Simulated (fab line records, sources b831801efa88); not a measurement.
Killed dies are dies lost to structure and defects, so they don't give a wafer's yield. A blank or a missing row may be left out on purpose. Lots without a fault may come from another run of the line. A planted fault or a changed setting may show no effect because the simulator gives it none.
Tool commonality check | flow sky130 | 11 lots, 33 wafers sampled

WHY IT WAS OPENED
At SKY_PASSIVATION_THK_MEAS_03 the reading PASSIVATION_CVD_02_THK is flagged on 2 of 11 lots. Wafers without a fault read 542 nm, standard deviation 7.1.
Rule: a lot is flagged when every wafer of it that has a number lies more than 4 standard deviations from that mean, or none has a number. The other lots count as sound.

lot  | measured     | on            | PASSIVATION_CVD_02_THK (nm), wafer by wafer | flag
L653 | day 45 04:07 | film_metro-02 | 541 548 543                                 |
L655 | day 45 08:33 | film_metro-01 | 537 533 531                                 |
L656 | day 45 13:10 | film_metro-01 | 545 547 553                                 |
L658 | day 45 22:06 | film_metro-04 | 549 539 549                                 |
L659 | day 46 09:04 | film_metro-01 | 598 607 609                                 | FLAGGED
L660 | day 46 12:01 | film_metro-04 | 591 591 599                                 | FLAGGED
L665 | day 47 21:38 | film_metro-04 | 531 530 537                                 |
L669 | day 48 21:47 | film_metro-02 | 532 536 542                                 |
L670 | day 49 01:22 | film_metro-04 | 542 543 549                                 |
L671 | day 49 04:19 | film_metro-02 | 537 545 535                                 |
L673 | day 49 14:07 | film_metro-01 | 536 546 544                                 |
The numbers of the flagged lots are 599 nm on average: +57 nm against the usual, or +8 standard deviations.

WHICH TOOL RAN EACH LOT
The record holds 3 process steps before the reading, out of a route of 708 steps. In each cell: the tool, then ch and the chambers that the sampled wafers went through, then the start.
lot  | flag    | SKY_VIA3_ETCH_14                   | SKY_METAL4_SPUTTER_03        | SKY_PASSIVATION_CVD_02
L653 |         | rie_diel-01 ch 0,1, day 41 01:19   | pvd_sputter-02, day 41 02:47 | pecvd-01 ch 0,1, day 45 03:52
L655 |         | rie_diel-03 ch 0,1,2, day 41 06:34 | pvd_sputter-01, day 41 08:03 | pecvd-01 ch 0,1,2, day 45 08:19
L656 |         | rie_diel-01 ch 0,1,2, day 41 11:40 | pvd_sputter-01, day 41 13:07 | pecvd-04 ch 0,1, day 45 12:55
L658 |         | rie_diel-01 ch 0,3, day 41 21:25   | pvd_sputter-01, day 41 23:16 | pecvd-04 ch 0,1,2, day 45 21:53
L659 | FLAGGED | rie_diel-01 ch 0,2,3, day 42 09:55 | pvd_sputter-01, day 42 11:31 | pecvd-04 ch 0,2, day 46 08:43
L660 | FLAGGED | rie_diel-04 ch 0,1,3, day 42 12:35 | pvd_sputter-02, day 42 14:05 | pecvd-04 ch 0,2, day 46 11:41
L665 |         | rie_diel-03 ch 1,2,3, day 44 02:38 | pvd_sputter-01, day 44 04:07 | pecvd-03 ch 0,1,2, day 47 21:25
L669 |         | rie_diel-04 ch 0,1,2, day 45 07:40 | pvd_sputter-03, day 45 09:08 | pecvd-03 ch 0,1,2, day 48 21:33
L670 |         | rie_diel-04 ch 0,2,3, day 45 11:49 | pvd_sputter-01, day 45 13:20 | pecvd-04 ch 0,2, day 49 01:01
L671 |         | rie_diel-01 ch 0,1, day 45 15:38   | pvd_sputter-03, day 45 17:07 | pecvd-04 ch 1,2, day 49 04:04
L673 |         | rie_diel-01 ch 1,2, day 46 02:08   | pvd_sputter-02, day 46 03:35 | pecvd-01 ch 0,1,2, day 49 13:58
What these steps do:
- SKY_VIA3_ETCH_14: etches BARC in N2/H2, stops on SiO2, time 45.9 s, target depth 60 nm.
- SKY_METAL4_SPUTTER_03: material Ti, target thk 5 nm, time 3.3 s.
- SKY_PASSIVATION_CVD_02: deposits Si3N4, target thk 540 nm.
- SKY_PASSIVATION_THK_MEAS_03

FLAGGED OVER TOTAL, TOOL BY TOOL (the gauges that took the reading come last)
step                        | tool           | lots run | flagged | share of the flagged lots | sound lots run after its first flagged lot
SKY_VIA3_ETCH_14            | rie_diel-01    | 6        | 1       | some                      | 2 (L671,L673)
SKY_VIA3_ETCH_14            | rie_diel-03    | 2        | 0       | none                      | -
SKY_VIA3_ETCH_14            | rie_diel-04    | 3        | 1       | some                      | 2 (L669,L670)
SKY_METAL4_SPUTTER_03       | pvd_sputter-01 | 6        | 1       | some                      | 2 (L665,L670)
SKY_METAL4_SPUTTER_03       | pvd_sputter-02 | 3        | 1       | some                      | 1 (L673)
SKY_METAL4_SPUTTER_03       | pvd_sputter-03 | 2        | 0       | none                      | -
SKY_PASSIVATION_CVD_02      | pecvd-01       | 3        | 0       | none                      | -
SKY_PASSIVATION_CVD_02      | pecvd-03       | 2        | 0       | none                      | -
SKY_PASSIVATION_CVD_02      | pecvd-04       | 6        | 2       | all                       | 2 (L670,L671)
SKY_PASSIVATION_THK_MEAS_03 | film_metro-01  | 4        | 1       | some                      | 1 (L673)
SKY_PASSIVATION_THK_MEAS_03 | film_metro-02  | 3        | 0       | none                      | -
SKY_PASSIVATION_THK_MEAS_03 | film_metro-04  | 4        | 1       | some                      | 2 (L665,L670)

WHAT THE TABLE ALLOWS
1 row of the table ran every flagged lot: pecvd-04 at SKY_PASSIVATION_CVD_02.
- pecvd-04 at SKY_PASSIVATION_CVD_02: 2 of its 6 lots flagged. Sound lots ran on it after the first flagged one (L670, L671), which a lasting fault on the whole tool wouldn't allow. Its own readings lie more than 4 standard deviations out on every wafer of the flagged lots: rf_fwd_power_W.
No row of the table ran every flagged lot and no sound lot after the first.

WHAT THE SIMULATOR HAD PUT IN
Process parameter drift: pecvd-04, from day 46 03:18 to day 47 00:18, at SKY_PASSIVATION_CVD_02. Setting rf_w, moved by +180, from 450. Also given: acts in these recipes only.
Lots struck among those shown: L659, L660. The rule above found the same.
